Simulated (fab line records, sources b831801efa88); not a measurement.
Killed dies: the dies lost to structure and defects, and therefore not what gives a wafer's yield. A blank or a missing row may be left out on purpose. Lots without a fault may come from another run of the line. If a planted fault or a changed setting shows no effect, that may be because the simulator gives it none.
Split-lot study ; flow sfq_line ; 23 wafers read across 5 lots, on a route 325 steps long

## SPLIT DETAILS
At SFQ_TRILAYER_I0_VIA_LITHO_COAT_036 (resist thk 62 nm), the setting resist_thk_nm was moved away from the recipe's 62 nm on 11 of the 23 wafers read, by -4.4% to +3.8%. This setting was run at the recipe's value on the other wafers.

The reading is taken at the split's own step.

## THE READING
BARC_of_TRILAYER_I0_VIA_LITHO_COAT_036.thk_nm (the simulator's own value, which no gauge read), in nm, at SFQ_TRILAYER_I0_VIA_LITHO_COAT_036 (resist thk 62 nm). No usual value for it is given in the file. Across the 12 wafers here that went through the recipe, the average is 61.98 nm and the standard deviation 0.16 nm.

wafer;tool, chamber at the split;resist_thk_nm as run, nm;against the recipe;BARC_of_TRILAYER_I0_VIA_LITHO_COAT_036.thk_nm, nm;against lot-mates on the recipe
L079.2;litho_track-03, 0;62;recipe;62.06;-
L079.3;litho_track-03, 0;63.27;+2.0%;63.48;+1.50
L079.4;litho_track-03, 0;62;recipe;61.9;-
L079.5;litho_track-03, 0;63.27;+2.0%;63.28;+1.30
L079.6;litho_track-03, 0;63.27;+2.0%;63.36;+1.38
L081.3;litho_track-04, 0;62;recipe;61.97;-
L081.5;litho_track-04, 0;62;recipe;61.93;-
L081.6;litho_track-04, 0;62;recipe;62.03;-
L083.1;litho_track-03, 0;63.02;+1.6%;63.1;+0.94
L083.2;litho_track-03, 0;63.02;+1.6%;63.13;+0.97
L083.4;litho_track-03, 0;62;recipe;62.11;-
L083.5;litho_track-03, 0;62;recipe;62.04;-
L083.6;litho_track-03, 0;62;recipe;62.32;-
L084.1;litho_track-04, 0;62;recipe;61.66;-
L084.2;litho_track-04, 0;59.29;-4.4%;59.23;-2.52
L084.3;litho_track-04, 0;62;recipe;61.85;-
L084.4;litho_track-04, 0;59.29;-4.4%;59.19;-2.56
L084.6;litho_track-04, 0;59.29;-4.4%;59.26;-2.49
L085.1;litho_track-03, 0;64.37;+3.8%;64.53;+2.56
L085.2;litho_track-03, 0;62;recipe;62.1;-
L085.3;litho_track-03, 0;64.37;+3.8%;64.2;+2.23
L085.4;litho_track-03, 0;64.37;+3.8%;64.35;+2.38
L085.5;litho_track-03, 0;62;recipe;61.84;-

THE FIT
A straight line over all 23 wafers: BARC_of_TRILAYER_I0_VIA_LITHO_COAT_036.thk_nm changes by +0.634 nm for each +1% of resist_thk_nm; r = +1.00; the points scatter about the line by 0.14 nm.
The same after taking each lot's own level away (the mean of its wafers on the recipe; 23 wafers): +0.604 nm for each +1%; r = +1.00; scatter 0.12 nm.
Per that fit: largest resist_thk_nm move, reading shift of 2.6 nm.
Across the lots, their own levels run from 61.755 to 62.157 nm, a range of 2.5 times the standard deviation given above.
So the lot-to-lot level changes the slope little: the two slopes agree.
Check: -2.62 nm against its lot-mates is what the line predicts for one of the wafers moved furthest among these (-4.4%) when that wafer is left out of the fit. Against them it came out at -2.52 nm.

## THE OTHER SPLITS THESE WAFERS WENT THROUGH
Other splits were also applied to these wafers ahead of the reading. Each is held against what the fit with the lots' levels taken away leaves over:
other split on the same wafers;wafers away from the commonest value;r with BARC_of_TRILAYER_I0_VIA_LITHO_COAT_036.thk_nm (lot level and that fit taken away)
SFQ_TRILAYER_INCOMING_OXIDATION_002 temp_c;15;-0.11
SFQ_TRILAYER_L0_LITHO_COAT_005 resist_thk_nm;10;-0.08
SFQ_TRILAYER_L0_VIA_LITHO_COAT_013 resist_thk_nm;8;+0.04
SFQ_TRILAYER_L0_VIA_ETCH_VIA_ETCH_016 bias_w;10;+0.34
SFQ_TRILAYER_M0_LITHO_COAT_021 spin_rpm;7;+0.02
SFQ_TRILAYER_M0_LITHO_PEB_024 peb_time_s;9;+0.02
SFQ_TRILAYER_M0_ETCH_METAL_ETCH_024 icp_w;8;-0.28

## FILE'S OWN FIT
BARC_of_TRILAYER_I0_VIA_LITHO_COAT_036.thk_nm changes by +0.606 nm for each +1% of resist_thk_nm, r = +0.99.
